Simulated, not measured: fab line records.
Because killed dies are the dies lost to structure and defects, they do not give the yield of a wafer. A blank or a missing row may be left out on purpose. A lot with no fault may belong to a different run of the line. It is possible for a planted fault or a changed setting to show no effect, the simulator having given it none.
fab line records	flow sky130
record lots=6	wafers=18	lastDay=50
route steps=708 shown VT_ADJUST_LVTN@104 VT_ADJUST_NCORE@119 VT_ADJUST_HVTR@131 VT_ADJUST_PCH@143 PAD_OPEN@708
lots that met no fault: taken from a fault-free run of the same line
startH: hours from the record's opening day to when the first of the lot's shown wafers began	waitH: hours from the lot's prior step to this one	" identical to the entry in the row above	L1.1+2: one row covering several wafers at once	- value missing, or start not given	* or withheld: withheld	< > ~ a bound
route shown NAME@n: NAME is a module with steps in the file, n the number in the route of the first one	usual: mean and standard deviation over wafers with no fault	same: alike in all rows	chamber/n: place in a boat	sites: per-site readings	_std_site: the standard deviation of these	_edge_site: outer sites' mean less inner sites'	radiusMm: how far each site lies from the wafer's centre	mask NAME#n: copy n	behind: tool/chamber where the wafer was last shaped	hold: why the lot was held/for how many hours/how that ended	device: the n, p or np transistor that did not switch	end of line: the tests these same wafers got at the end of their route	a step given without rows: its recipe and nothing more	killed: dies lost to structure and defects at the first sort, not the wafer's yield	map: per-die view of a wafer (x killed, . not killed, _ where there is no die)
set.NAME: the setting the step ran with; set.NAME@STEP: the setting that earlier step ran with	model.NAME: the simulator's own value behind a step, which no gauge read
lots seen at some steps along the route; tables by step, rows by wafer
services: when a tool's chamber went out of use (startH, in hours from the record's first day, below 0 if earlier), for how many hours, and the reason
## steps
# step SKY_VT_ADJUST_LVTN_OVL_MEAS_07
# usual VT_ADJUST_LVTN_OVL=-0.8/1.5
lot.wafer	tool	chamber	startH	waitH	VT_ADJUST_LVTN_OVL[nm]
L876.1	overlay-02	-	158.19	-	-0.6
L876.3	"	-	"	"	-0.8
L876.6	"	-	"	"	-1.1
L878.1	overlay-01	-	169.56	-	-3.0
L878.5	"	-	"	"	-4.6
L878.6	"	-	"	"	-2.6
L885.1	overlay-02	-	222.32	-	-2.0
L885.4	"	-	"	"	-0.5
L885.5	"	-	"	"	-2.2
L888.1	overlay-02	-	238.56	-	2.3
L888.2	"	-	"	"	0.4
L888.6	"	-	"	"	0.9
L891.1	overlay-02	-	261.31	-	-0.6
L891.2	"	-	"	"	-1.1
L891.6	"	-	"	"	-1.2
L894.3	overlay-01	-	276.13	-	3.6
L894.5	"	-	"	"	2.8
L894.6	"	-	"	"	2.2
# step SKY_VT_ADJUST_LVTN_IMPLANT_08
# recipe species=B	energyKev=30	doseCm2=1.57e+12	tiltDeg=withheld
# step SKY_VT_ADJUST_LVTN_STRIP_09
# recipe chemistry=O2/N2	powerW=1400	pressureMtorr=1500	platenTempC=withheld	o2FlowSccm=3000	n2FlowSccm=300	overashFraction=0.5
# usual drypumpMotorCurrentA=6.0/0.41	o2FlowSccm=3002/9.4	oesProductAu=0.723/0.0045	stripTimeToEndpointS=36.96/0.11
lot.wafer	tool	chamber	startH	waitH	drypumpMotorCurrentA	o2FlowSccm	oesProductAu	rfHoursCounterH	stripTimeToEndpointS
L876.1	plasmaAsher-04	0	158.37	0.1	5.2	3006	0.717	49	37.10
L876.3	"	0	"	"	5.3	3005	0.724	-	37.09
L876.6	"	1	"	"	5.9	2993	0.727	-	37.07
L878.1	plasmaAsher-01	0	169.75	0.1	6.3	2992	0.727	6	37.11
L878.5	"	1	"	"	6.5	3014	0.717	-	36.98
L878.6	"	0	"	"	6.3	2996	0.717	-	37.17
L885.1	plasmaAsher-04	0	222.50	0.1	5.3	3005	0.716	56	37.09
L885.4	"	1	"	"	6.0	2989	0.724	-	37.10
L885.5	"	0	"	"	5.3	3008	0.730	-	37.07
L888.1	plasmaAsher-03	1	238.75	0.1	6.0	3016	0.721	44	36.84
L888.2	"	0	"	"	5.5	2999	0.725	44	36.85
L888.6	"	1	"	"	5.9	3012	0.722	-	36.84
L891.1	plasmaAsher-04	0	261.50	0.1	5.3	2996	0.723	59	36.84
L891.2	"	1	"	"	6.0	3008	0.729	59	36.93
L891.6	"	1	"	"	6.0	3003	0.725	-	36.96
L894.3	plasmaAsher-03	0	276.34	0.1	5.5	2996	0.729	-	37.14
L894.5	"	1	"	"	5.9	2995	0.722	-	37.17
L894.6	"	0	"	"	5.5	2997	0.728	-	37.07
# step SKY_VT_ADJUST_LVTN_TW_MEAS_10
# usual VT_ADJUST_LVTN_TW=242.6/2.1
lot.wafer	tool	chamber	startH	waitH	VT_ADJUST_LVTN_TW
L876.1	filmMetro-02	-	158.47	0.1	239.8
L876.3	"	-	"	"	240.4
L876.6	"	-	"	"	241.1
L878.1	filmMetro-01	-	169.85	0.1	246.2
L878.5	"	-	"	"	246.0
L878.6	"	-	"	"	245.8
L885.1	filmMetro-02	-	222.60	0.1	240.3
L885.4	"	-	"	"	238.5
L885.5	"	-	"	"	239.8
L888.1	filmMetro-01	-	238.85	0.1	244.2
L888.2	"	-	"	"	243.9
L888.6	"	-	"	"	245.0
L891.1	filmMetro-03	-	261.60	0.1	241.6
L891.2	"	-	"	"	243.1
L891.6	"	-	"	"	242.0
L894.3	filmMetro-01	-	276.42	0.1	244.7
L894.5	"	-	"	"	245.1
L894.6	"	-	"	"	244.0
# step SKY_VT_ADJUST_LVTN_DEHYDRATE_11
# recipe tempC=200	timeS=60
# step SKY_VT_ADJUST_LVTN_HMDS_12
# recipe primeTimeS=60	primeTempC=120
# step SKY_VT_ADJUST_LVTN_COAT_13
# recipe resist=NOVOLAK	spinRpm=3000	resistThkNm=1140
# step SKY_VT_ADJUST_LVTN_SOFTBAKE_14
# recipe tempC=90	timeS=60	resist=NOVOLAK
# step SKY_VT_ADJUST_LVTN_EXPOSE_15
# recipe maskId=HVN_STD_DERIVED	na=0.6	sourceShape=conventional	sigmaOuter=0.6	polarization=unpolarized	targetCdNm=600	doseMj=163
# step SKY_VT_ADJUST_LVTN_PEB_16
# recipe tempC=withheld	timeS=*	resist=NOVOLAK
# step SKY_VT_ADJUST_LVTN_DEVELOP_17
# recipe resist=NOVOLAK	developer=TMAH	developTimeS=60	devTempC=23
# step SKY_VT_ADJUST_LVTN_OVL_MEAS_18
# usual VT_ADJUST_LVTN_01_OVL=-0.3/1.5
lot.wafer	tool	chamber	startH	waitH	VT_ADJUST_LVTN_01_OVL[nm]
L876.1	overlay-02	-	178.72	0.1	-0.1
L876.3	"	-	"	"	0.0
L876.6	"	-	"	"	0.3
L878.1	overlay-01	-	190.24	0.1	-0.5
L878.5	"	-	"	"	0.3
L878.6	"	-	"	"	-0.4
L885.1	overlay-01	-	245.34	0.1	0.9
L885.4	"	-	"	"	0.1
L885.5	"	-	"	"	0.6
L888.1	overlay-01	-	261.69	0.1	-1.1
L888.2	"	-	"	"	2.4
L888.6	"	-	"	"	1.1
L891.1	overlay-02	-	285.72	0.1	0.5
L891.2	"	-	"	"	1.5
L891.6	"	-	"	"	1.5
L894.3	overlay-02	-	300.38	0.1	-0.5
L894.5	"	-	"	"	-1.7
L894.6	"	-	"	"	-1.4
# step SKY_VT_ADJUST_LVTN_IMPLANT_19
# recipe species=B	energyKev=30	doseCm2=6.5e+11	tiltDeg=withheld
lot.wafer	tool	chamber	startH	waitH
L876.1+3+6	implanter-01	0	178.75	0.0
L878.1+5+6	implanter-02	0	190.27	0.0
L885.1+4+5	implanter-02	0	245.37	0.0
L888.1+2+6	implanter-02	0	261.72	0.0
L891.1+2+6	implanter-03	0	285.75	0.0
L894.3+5+6	implanter-03	0	300.45	0.1
# step SKY_VT_ADJUST_LVTN_STRIP_20
# recipe chemistry=O2/N2	powerW=1400	pressureMtorr=1500	platenTempC=withheld	o2FlowSccm=3000	n2FlowSccm=300	overashFraction=0.5
# usual drypumpMotorCurrentA=6.0/0.43	o2FlowSccm=2998/7.8	oesProductAu=0.715/0.0047	stripTimeToEndpointS=14.19/0.037
lot.wafer	tool	chamber	startH	waitH	drypumpMotorCurrentA	o2FlowSccm	oesProductAu	rfHoursCounterH	stripTimeToEndpointS
L876.1	plasmaAsher-04	0	178.90	0.1	5.3	2992	0.710	52	14.20
L876.3	"	1	"	"	6.0	2999	0.724	-	14.21
L876.6	"	1	"	"	5.9	2995	0.717	-	14.19
L878.1	plasmaAsher-01	1	190.42	0.1	6.5	2992	0.724	7	14.17
L878.5	"	0	"	"	6.3	2997	0.717	-	14.20
L878.6	"	1	"	"	6.5	3004	0.712	-	14.18
L885.1	plasmaAsher-03	1	245.52	0.1	5.9	2992	0.718	45	14.23
L885.4	"	0	"	"	5.5	2996	0.719	-	14.18
L885.5	"	0	"	"	5.5	2998	0.718	-	14.25
L888.1	plasmaAsher-01	1	261.87	0.1	6.5	2987	0.712	15	14.21
L888.2	"	0	"	"	6.3	2992	0.719	15	14.19
L888.6	"	0	"	"	6.2	2982	0.711	-	14.17
L891.1	plasmaAsher-01	0	285.90	0.1	6.3	3003	0.712	17	14.23
L891.2	"	1	"	"	6.5	2989	0.713	17	14.24
L891.6	"	1	"	"	6.5	2996	0.718	-	14.19
L894.3	plasmaAsher-01	0	300.58	0.1	6.2	2996	0.719	-	14.21
L894.5	"	0	"	"	6.2	2990	0.709	-	14.19
L894.6	"	1	"	"	6.5	3003	0.718	-	14.20
# step SKY_VT_ADJUST_LVTN_TW_MEAS_21
# usual VT_ADJUST_LVTN_2_TW=189.6/1.9
lot.wafer	tool	chamber	startH	waitH	VT_ADJUST_LVTN_2_TW
L876.1	filmMetro-03	-	179.03	0.1	188.1
L876.3	"	-	"	"	187.8
L876.6	"	-	"	"	187.1
L878.1	filmMetro-01	-	190.52	0.1	192.3
L878.5	"	-	"	"	192.4
L878.6	"	-	"	"	191.8
L885.1	filmMetro-03	-	245.62	0.1	186.0
L885.4	"	-	"	"	187.2
L885.5	"	-	"	"	187.1
L888.1	filmMetro-01	-	261.97	0.1	189.8
L888.2	"	-	"	"	189.5
L888.6	"	-	"	"	191.0
L891.1	filmMetro-02	-	286.00	0.1	187.8
L891.2	"	-	"	"	187.2
L891.6	"	-	"	"	188.0
L894.3	filmMetro-03	-	300.67	0.1	188.9
L894.5	"	-	"	"	187.7
L894.6	"	-	"	"	188.3
# step SKY_VT_ADJUST_NCORE_DEHYDRATE_00
# recipe tempC=200	timeS=60
# step SKY_VT_ADJUST_NCORE_HMDS_01
# recipe primeTimeS=60	primeTempC=120
# step SKY_VT_ADJUST_NCORE_COAT_02
# recipe resist=NOVOLAK	spinRpm=3000	resistThkNm=1140
# step SKY_VT_ADJUST_NCORE_SOFTBAKE_03
# recipe tempC=90	timeS=60	resist=NOVOLAK
# step SKY_VT_ADJUST_NCORE_EXPOSE_04
# recipe maskId=LVTN_COMPLEMENT_THIN	na=0.6	sourceShape=conventional	sigmaOuter=0.6	polarization=unpolarized	targetCdNm=380	doseMj=139
# step SKY_VT_ADJUST_NCORE_PEB_05
# recipe tempC=withheld	timeS=*	resist=NOVOLAK
# step SKY_VT_ADJUST_NCORE_DEVELOP_06
# recipe resist=NOVOLAK	developer=TMAH	developTimeS=60	devTempC=23
# step SKY_VT_ADJUST_NCORE_CD_MEAS_07
# recipe targetCdNm=380
# usual cdNm=379.6/2.1
lot.wafer	tool	chamber	startH	waitH	cdNm
L876.1	cdSem-02	-	199.92	0.1	379.5
L876.3	"	-	"	"	381.4
L876.6	"	-	"	"	382.2
L878.1	cdSem-01	-	211.31	0.1	383.1
L878.5	"	-	"	"	383.5
L878.6	"	-	"	"	381.7
L885.1	cdSem-02	-	268.62	0.1	380.8
L885.4	"	-	"	"	383.0
L885.5	"	-	"	"	381.8
L888.1	cdSem-01	-	286.32	0.1	378.2
L888.2	"	-	"	"	380.4
L888.6	"	-	"	"	380.1
L891.1	cdSem-01	-	310.62	0.1	384.2
L891.2	"	-	"	"	384.5
L891.6	"	-	"	"	384.1
L894.3	cdSem-01	-	325.75	0.1	380.0
L894.5	"	-	"	"	379.6
L894.6	"	-	"	"	379.8
# step SKY_VT_ADJUST_NCORE_OVL_MEAS_08
# usual VT_ADJUST_NCORE_OVL=-0.4/1.5
lot.wafer	tool	chamber	startH	waitH	VT_ADJUST_NCORE_OVL[nm]
L876.1	overlay-02	-	200.04	0.1	0.8
L876.3	"	-	"	"	0.3
L876.6	"	-	"	"	-0.1
L878.1	overlay-02	-	211.43	0.1	-0.4
L878.5	"	-	"	"	0.2
L878.6	"	-	"	"	0.5
L885.1	overlay-01	-	268.74	0.1	-1.9
L885.4	"	-	"	"	-1.9
L885.5	"	-	"	"	-2.1
L888.1	overlay-01	-	286.44	0.1	2.9
L888.2	"	-	"	"	2.6
L888.6	"	-	"	"	3.1
L891.1	overlay-02	-	310.74	0.1	-2.8
L891.2	"	-	"	"	-4.7
L891.6	"	-	"	"	-2.3
L894.3	overlay-01	-	325.85	0.1	-1.2
L894.5	"	-	"	"	-1.2
L894.6	"	-	"	"	-3.1
# step SKY_VT_ADJUST_NCORE_IMPLANT_09
# recipe species=B	energyKev=10	doseCm2=2.4e+12	tiltDeg=withheld
# step SKY_VT_ADJUST_NCORE_STRIP_10
# recipe chemistry=O2/N2	powerW=1400	pressureMtorr=1500	platenTempC=withheld	o2FlowSccm=3000	n2FlowSccm=300	overashFraction=0.5
# usual drypumpMotorCurrentA=5.9/0.33	o2FlowSccm=3002/8.8	oesProductAu=0.715/0.0052	stripTimeToEndpointS=14.20/0.04
lot.wafer	tool	chamber	startH	waitH	drypumpMotorCurrentA	o2FlowSccm	oesProductAu	rfHoursCounterH	stripTimeToEndpointS
L876.1	plasmaAsher-03	0	200.22	0.1	5.5	3003	0.712	40	14.14
L876.3	"	1	"	"	5.9	3021	0.721	-	14.14
L876.6	"	0	"	"	5.5	2989	0.709	-	14.15
L878.1	plasmaAsher-01	1	211.62	0.1	6.5	3008	0.714	10	14.21
L878.5	"	1	"	"	6.6	3008	0.716	-	14.18
L878.6	"	0	"	"	6.3	3007	0.716	-	14.20
L885.1	plasmaAsher-03	0	268.92	0.1	5.5	3008	0.716	47	14.23
L885.4	"	0	"	"	5.5	3000	0.716	-	14.20
L885.5	"	1	"	"	5.9	3009	0.715	-	14.21
L888.1	plasmaAsher-01	1	286.62	0.1	6.5	3009	0.718	17	14.23
L888.2	"	0	"	"	6.3	3000	0.719	17	14.19
L888.6	"	0	"	"	6.2	3005	0.726	-	14.18
L891.1	plasmaAsher-03	1	310.92	0.1	5.9	2988	0.724	51	14.23
L891.2	"	0	"	"	5.5	2994	0.723	51	14.22
L891.6	"	0	"	"	5.5	2981	0.722	-	14.24
L894.3	plasmaAsher-03	1	326.05	0.1	5.9	2996	0.716	-	14.25
L894.5	"	0	"	"	5.5	3009	0.715	-	14.30
L894.6	"	1	"	"	5.9	2992	0.719	-	14.27
# step SKY_VT_ADJUST_NCORE_TW_MEAS_11
# usual VT_ADJUST_NCORE_TW=221.6/1.8
lot.wafer	tool	chamber	startH	waitH	VT_ADJUST_NCORE_TW
L876.1	filmMetro-03	-	200.32	0.1	220.2
L876.3	"	-	"	"	220.2
L876.6	"	-	"	"	219.9
L878.1	filmMetro-03	-	211.72	0.1	219.7
L878.5	"	-	"	"	219.6
L878.6	"	-	"	"	220.3
L885.1	filmMetro-03	-	269.02	0.1	219.3
L885.4	"	-	"	"	220.7
L885.5	"	-	"	"	219.3
L888.1	filmMetro-01	-	286.72	0.1	222.0
L888.2	"	-	"	"	221.7
L888.6	"	-	"	"	220.7
L891.1	filmMetro-04	-	311.02	0.1	219.9
L891.2	"	-	"	"	219.4
L891.6	"	-	"	"	220.4
L894.3	filmMetro-01	-	326.14	0.1	224.1
L894.5	"	-	"	"	222.9
L894.6	"	-	"	"	224.1
# step SKY_VT_ADJUST_HVTR_DEHYDRATE_00
# recipe tempC=200	timeS=60
# step SKY_VT_ADJUST_HVTR_HMDS_01
# recipe primeTimeS=60	primeTempC=120
# step SKY_VT_ADJUST_HVTR_COAT_02
# recipe resist=NOVOLAK	spinRpm=3000	resistThkNm=1140
# step SKY_VT_ADJUST_HVTR_SOFTBAKE_03
# recipe tempC=90	timeS=60	resist=NOVOLAK
# step SKY_VT_ADJUST_HVTR_EXPOSE_04
# recipe maskId=HVTRM	targetCdNm=380	na=0.6	sourceShape=conventional	sigmaOuter=0.6	doseMj=150
# step SKY_VT_ADJUST_HVTR_PEB_05
# recipe tempC=withheld	timeS=*	resist=NOVOLAK
# step SKY_VT_ADJUST_HVTR_DEVELOP_06
# recipe developTimeS=60	devTempC=23
# step SKY_VT_ADJUST_HVTR_CD_MEAS_07
# recipe targetCdNm=380
# usual cdNm=379.8/2.6
lot.wafer	tool	chamber	startH	waitH	cdNm
L876.1	cdSem-02	-	222.62	0.1	381.8
L876.3	"	-	"	"	382.8
L876.6	"	-	"	"	382.0
L878.1	cdSem-01	-	233.92	0.1	377.7
L878.5	"	-	"	"	379.9
L878.6	"	-	"	"	378.3
L885.1	cdSem-02	-	293.09	0.1	381.0
L885.4	"	-	"	"	379.8
L885.5	"	-	"	"	381.8
L888.1	cdSem-01	-	311.57	0.1	377.6
L888.2	"	-	"	"	377.8
L888.6	"	-	"	"	378.7
L891.1	cdSem-02	-	336.94	0.1	377.5
L891.2	"	-	"	"	376.0
L891.6	"	-	"	"	379.3
L894.3	cdSem-01	-	352.96	0.1	382.7
L894.5	"	-	"	"	382.5
L894.6	"	-	"	"	382.3
# step SKY_VT_ADJUST_HVTR_OVL_MEAS_08
# usual VT_ADJUST_HVTR_OVL=0.2/1.2
lot.wafer	tool	chamber	startH	waitH	VT_ADJUST_HVTR_OVL[nm]
L876.1	overlay-02	-	222.74	0.1	3.1
L876.3	"	-	"	"	3.3
L876.6	"	-	"	"	1.6
L878.1	overlay-01	-	234.04	0.1	1.3
L878.5	"	-	"	"	0.6
L878.6	"	-	"	"	-0.4
L885.1	overlay-01	-	293.21	0.1	-0.3
L885.4	"	-	"	"	-1.5
L885.5	"	-	"	"	0.0
L888.1	overlay-01	-	311.69	0.1	-0.8
L888.2	"	-	"	"	-1.8
L888.6	"	-	"	"	-0.9
L891.1	overlay-01	-	337.06	0.1	0.5
L891.2	"	-	"	"	0.7
L891.6	"	-	"	"	0.1
L894.3	overlay-02	-	353.05	0.1	1.3
L894.5	"	-	"	"	-1.4
L894.6	"	-	"	"	-0.5
# step SKY_VT_ADJUST_HVTR_IMPLANT_09
# recipe species=B	energyKev=10	doseCm2=2.1e+12	tiltDeg=withheld
# step SKY_VT_ADJUST_HVTR_STRIP_10
# recipe chemistry=O2/N2	powerW=1400	pressureMtorr=1500	platenTempC=withheld	o2FlowSccm=3000	n2FlowSccm=300	overashFraction=0.5
# usual drypumpMotorCurrentA=6.0/0.39	o2FlowSccm=3001/8.6	oesProductAu=0.716/0.0049	stripTimeToEndpointS=14.19/0.039
lot.wafer	tool	chamber	startH	waitH	drypumpMotorCurrentA	o2FlowSccm	oesProductAu	rfHoursCounterH	stripTimeToEndpointS
L876.1	plasmaAsher-01	0	222.92	0.1	6.2	3001	0.714	11	14.22
L876.3	"	1	"	"	6.5	3003	0.714	-	14.17
L876.6	"	1	"	"	6.5	3020	0.722	-	14.19
L878.1	plasmaAsher-01	1	234.22	0.1	6.5	2995	0.721	12	14.18
L878.5	"	0	"	"	6.3	2999	0.720	-	14.16
L878.6	"	1	"	"	6.5	3001	0.721	-	14.15
L885.1	plasmaAsher-04	0	293.39	0.1	5.3	3006	0.721	62	14.24
L885.4	"	0	"	"	5.3	3003	0.718	-	14.23
L885.5	"	0	"	"	5.3	2998	0.715	-	14.21
L888.1	plasmaAsher-04	1	311.87	0.1	6.0	2999	0.709	64	14.18
L888.2	"	0	"	"	5.3	2987	0.704	64	14.19
L888.6	"	1	"	"	6.0	2999	0.715	-	14.16
L891.1	plasmaAsher-04	1	337.24	0.1	6.0	2995	0.720	67	14.18
L891.2	"	0	"	"	5.3	3009	0.710	67	14.21
L891.6	"	1	"	"	6.0	2999	0.711	-	14.19
L894.3	plasmaAsher-01	0	353.26	0.1	6.3	2997	0.716	-	14.27
L894.5	"	1	"	"	6.5	3006	0.711	-	14.22
L894.6	"	0	"	"	6.2	2994	0.718	-	14.27
# step SKY_VT_ADJUST_HVTR_TW_MEAS_11
# usual VT_ADJUST_HVTR_TW=210.7/1.2
lot.wafer	tool	chamber	startH	waitH	VT_ADJUST_HVTR_TW
L876.1	filmMetro-04	-	223.02	0.1	211.4
L876.3	"	-	"	"	211.1
L876.6	"	-	"	"	212.0
L878.1	filmMetro-02	-	234.32	0.1	209.2
L878.5	"	-	"	"	210.0
L878.6	"	-	"	"	210.5
L885.1	filmMetro-02	-	293.49	0.1	210.2
L885.4	"	-	"	"	209.2
L885.5	"	-	"	"	210.0
L888.1	filmMetro-02	-	311.97	0.1	209.7
L888.2	"	-	"	"	210.6
L888.6	"	-	"	"	208.5
L891.1	filmMetro-04	-	337.34	0.1	211.4
L891.2	"	-	"	"	211.1
L891.6	"	-	"	"	212.2
L894.3	filmMetro-03	-	353.34	0.1	212.3
L894.5	"	-	"	"	212.0
L894.6	"	-	"	"	211.2
# step SKY_VT_ADJUST_PCH_DEHYDRATE_00
# recipe tempC=200	timeS=60
# step SKY_VT_ADJUST_PCH_HMDS_01
# recipe primeTimeS=60	primeTempC=120
# step SKY_VT_ADJUST_PCH_COAT_02
# recipe spinRpm=2000	resistThkNm=3000
# step SKY_PAD_OPEN_PROBE_99
# usual killed_at_M0_to_M3=42/6.6	killed_at_M4_up=3.1/1.9	killedAtContacts=25/5.7	killedAtFrontEnd=16/5	killedAtOther=0.2/0.38	killedDies=86/9.6	killedOpen=47/7.2	killedShort=39/6.2
# same grossDies=492	killedAtBackSide=0
lot.wafer	tool	chamber	startH	waitH	killed_at_M0_to_M3	killed_at_M4_up	killedAtContacts	killedAtFrontEnd	killedAtOther	killedDies	killedOpen	killedShort	model.etest.resPwellUnderGate.rsOhmSqRange	model.etest.nfetG5v0d10v5.vtVRange
L876.1	prober-02	-	1094.44	0.1	38	3	26	14	0	81	44	37	53.69	0.007182
L876.3	prober-02	-	1094.54	0.2	44	2	21	16	0	83	38	45	56.65	0.00929
L876.6	prober-02	-	1094.69	0.2	60	3	27	16	0	106	61	45	35.37	0.01404
L878.1	prober-02	-	1101.74	0.1	33	3	38	13	0	87	45	42	38.07	0.008442
L878.5	prober-02	-	1101.94	0.2	48	3	30	25	0	106	62	44	71.1	0.01701
L878.6	prober-02	-	1101.99	0.2	38	2	24	18	0	82	50	32	45.7	0.01361
L885.1	prober-01	-	1149.13	0.1	43	5	20	12	0	80	51	29	45.92	0.01618
L885.4	prober-01	-	1149.28	0.2	40	1	23	16	0	80	49	31	38.66	0.02633
L885.5	prober-01	-	1149.33	0.2	62	6	27	19	0	114	61	53	65.01	0.0249
L888.1	prober-02	-	1166.54	0.1	45	3	19	8	0	75	48	27	74.75	0.03684
L888.2	prober-02	-	1166.59	0.1	40	10	25	11	0	86	42	44	76.01	0.01807
L888.6	prober-02	-	1166.79	0.2	40	0	30	20	0	90	51	39	62.67	0.02685
L891.1	prober-01	-	1178.66	0.1	38	5	20	14	0	77	47	30	39.03	0.00723
L891.2	prober-01	-	1178.71	0.1	38	1	28	15	0	82	44	38	34.34	0.01332
L891.6	prober-01	-	1178.91	0.2	42	3	19	20	1	85	46	39	47.38	0.01097
L894.3	prober-02	-	1193.45	0.2	34	3	21	16	0	74	39	35	52.56	0.01318
L894.5	prober-02	-	1193.55	0.2	49	2	23	21	0	95	50	45	54.84	0.008647
L894.6	prober-02	-	1193.60	0.2	38	5	21	13	2	79	46	33	43.25	0.008518
# killed by level:class
L876.1 FIELD_ISO:geometricParticle:open=8 CONTACT:geometricParticle:open=7 VIA2:geometricParticle:open=7 LI_CONTACT:geometricParticle:open=5 LOCAL_INTERCONNECT:geometricParticle:short=5 CONTACT:geometricParticle:short=5 VIA1:geometricParticle:short=5 VIA3:geometricParticle:short=5
L876.3 VIA2:geometricParticle:open=10 CONTACT:geometricParticle:open=9 METAL1:geometricParticle:short=8 VIA3:geometricParticle:open=8 POLY_GATE:geometricParticle:short=7 FIELD_ISO:geometricParticle:short=4 METAL3:geometricParticle:short=4 CONTACT:geometricParticle:short=4
L876.6 VIA1:geometricParticle:open=14 VIA3:geometricParticle:open=12 CONTACT:geometricParticle:open=9 METAL2:geometricParticle:short=8 LI_CONTACT:geometricParticle:open=7 FIELD_ISO:geometricParticle:open=5 LOCAL_INTERCONNECT:geometricParticle:short=5 METAL1:geometricParticle:short=5
L878.1 CONTACT:geometricParticle:open=14 LI_CONTACT:geometricParticle:open=7 CONTACT:geometricParticle:short=7 VIA1:geometricParticle:open=7 METAL1:geometricParticle:short=6 VIA1:geometricParticle:short=6 VIA2:geometricParticle:open=5 FIELD_ISO:geometricParticle:short=4
L878.5 CONTACT:geometricParticle:open=13 VIA1:geometricParticle:open=12 LI_CONTACT:geometricParticle:open=8 VIA3:geometricParticle:open=7 METAL1:geometricParticle:short=6 VIA1:geometricParticle:short=6 FIELD_ISO:geometricParticle:open=5 POLY_GATE:geometricParticle:open=5
L878.6 CONTACT:geometricParticle:open=11 FIELD_ISO:geometricParticle:open=8 VIA1:geometricParticle:open=8 VIA2:geometricParticle:open=7 LI_CONTACT:geometricParticle:open=6 CONTACT:geometricParticle:short=5 METAL2:geometricParticle:short=5 FIELD_ISO:geometricParticle:short=4
L885.1 VIA1:geometricParticle:open=11 CONTACT:geometricParticle:open=8 VIA2:geometricParticle:open=8 LI_CONTACT:geometricParticle:open=6 VIA3:geometricParticle:open=6 METAL1:geometricParticle:short=5 FIELD_ISO:geometricParticle:open=4 CONTACT:geometricParticle:short=4
L885.4 LI_CONTACT:geometricParticle:open=10 VIA1:geometricParticle:open=9 FIELD_ISO:geometricParticle:open=5 CONTACT:geometricParticle:open=5 VIA2:geometricParticle:open=5 METAL2:geometricParticle:short=5 POLY_GATE:geometricParticle:open=4 CONTACT:geometricParticle:short=4
L885.5 VIA1:geometricParticle:open=14 VIA3:geometricParticle:open=13 CONTACT:geometricParticle:open=10 CONTACT:geometricParticle:short=7 METAL2:geometricParticle:short=6 LI_CONTACT:geometricParticle:open=6 VIA3:geometricParticle:short=6 METAL1:geometricParticle:short=6
L888.1 VIA1:geometricParticle:open=11 VIA2:geometricParticle:open=7 LI_CONTACT:geometricParticle:open=6 CONTACT:geometricParticle:open=5 METAL2:geometricParticle:short=5 LOCAL_INTERCONNECT:geometricParticle:short=4 VIA1:geometricParticle:short=4 METAL3:geometricParticle:short=4
L888.2 CONTACT:geometricParticle:open=10 VIA1:geometricParticle:open=8 VIA2:geometricParticle:short=6 LI_CONTACT:geometricParticle:open=6 CONTACT:geometricParticle:short=6 METAL2:geometricParticle:short=6 VIA2:geometricParticle:open=6 METAL4:geometricParticle:short=6
L888.6 VIA1:geometricParticle:open=12 LI_CONTACT:geometricParticle:open=8 CONTACT:geometricParticle:open=7 POLY_GATE:geometricParticle:short=6 VIA3:geometricParticle:open=6 LOCAL_INTERCONNECT:geometricParticle:short=6 METAL2:geometricParticle:short=6 CONTACT:geometricParticle:short=5
L891.1 CONTACT:geometricParticle:open=14 VIA1:geometricParticle:open=10 VIA2:geometricParticle:open=6 VIA1:geometricParticle:short=5 VIA3:geometricParticle:open=4 FIELD_ISO:geometricParticle:open=3 FIELD_ISO:geometricParticle:short=3 METAL4:geometricParticle:short=3
L891.2 VIA1:geometricParticle:open=10 CONTACT:geometricParticle:short=8 VIA3:geometricParticle:open=8 CONTACT:geometricParticle:open=7 LI_CONTACT:geometricParticle:open=6 LOCAL_INTERCONNECT:geometricParticle:short=6 FIELD_ISO:geometricParticle:short=5 METAL1:geometricParticle:short=5
L891.6 VIA1:geometricParticle:open=9 METAL2:geometricParticle:short=7 LI_CONTACT:geometricParticle:open=6 CONTACT:geometricParticle:open=6 POLY_GATE:geometricParticle:open=5 METAL1:geometricParticle:open=5 FIELD_ISO:geometricParticle:open=4 POLY_GATE:geometricParticle:short=4
L894.3 VIA3:geometricParticle:open=12 CONTACT:geometricParticle:open=11 FIELD_ISO:geometricParticle:open=7 METAL2:geometricParticle:short=4 LOCAL_INTERCONNECT:geometricParticle:short=4 METAL1:geometricParticle:short=4 VIA3:geometricParticle:short=4 POLY_GATE:geometricParticle:short=3
L894.5 VIA1:geometricParticle:open=9 LI_CONTACT:geometricParticle:open=7 CONTACT:geometricParticle:open=7 METAL1:geometricParticle:short=7 VIA1:geometricParticle:short=7 FIELD_ISO:geometricParticle:open=5 CONTACT:geometricParticle:short=5 METAL2:geometricParticle:short=5
L894.6 LI_CONTACT:geometricParticle:open=10 VIA1:geometricParticle:open=9 VIA1:geometricParticle:short=7 METAL1:geometricParticle:short=5 CONTACT:geometricParticle:open=5 VIA2:geometricParticle:open=5 METAL3:geometricParticle:short=5 VIA3:geometricParticle:open=5
## services
tool	chamber	startH	hours	kind
plasmaAsher-04	-	145.26	1.1	repair
plasmaAsher-01	-	175.24	3.8	repair
plasmaAsher-03	-	194.18	3.4	repair
implanter-01	-	205.07	5.2	repair
implanter-03	-	220.98	5.5	pm
implanter-02	-	282.18	5.3	repair
implanter-03	-	298.83	1.5	repair
implanter-03	-	310.86	6.0	repair
implanter-03	-	323.88	1.1	repair
implanter-03	-	326.32	4.5	repair
## key
firstSign none at tools or gauges
modelEffect step=SKY_PAD_OPEN_PROBE_99	value=etest.resPwellUnderGate.rsOhmSqRange	without=48.27	struck=60.5
metAt SKY_VT_ADJUST_LVTN_IMPLANT_19
struckWafers L885.1,L885.4,L885.5,L888.1,L888.2,L888.6
testerLeftOut L885,L888
onsetBetween 190.27 245.37
fault kind=processParameterDrift	tool=implanter-02	chamber=-	onsetH=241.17	steps=SKY_VT_ADJUST_LVTN_IMPLANT_19	channel=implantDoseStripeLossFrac	offset=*	shape=step	endH=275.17
# testerLeftOut: of these lots the tester's yield and bins aren't shown, on N5 and GAA mostly nor the transistor test; their killed dies are dies lost to structure and defects alone, not to doping, threshold or leakage, so they don't give the yield
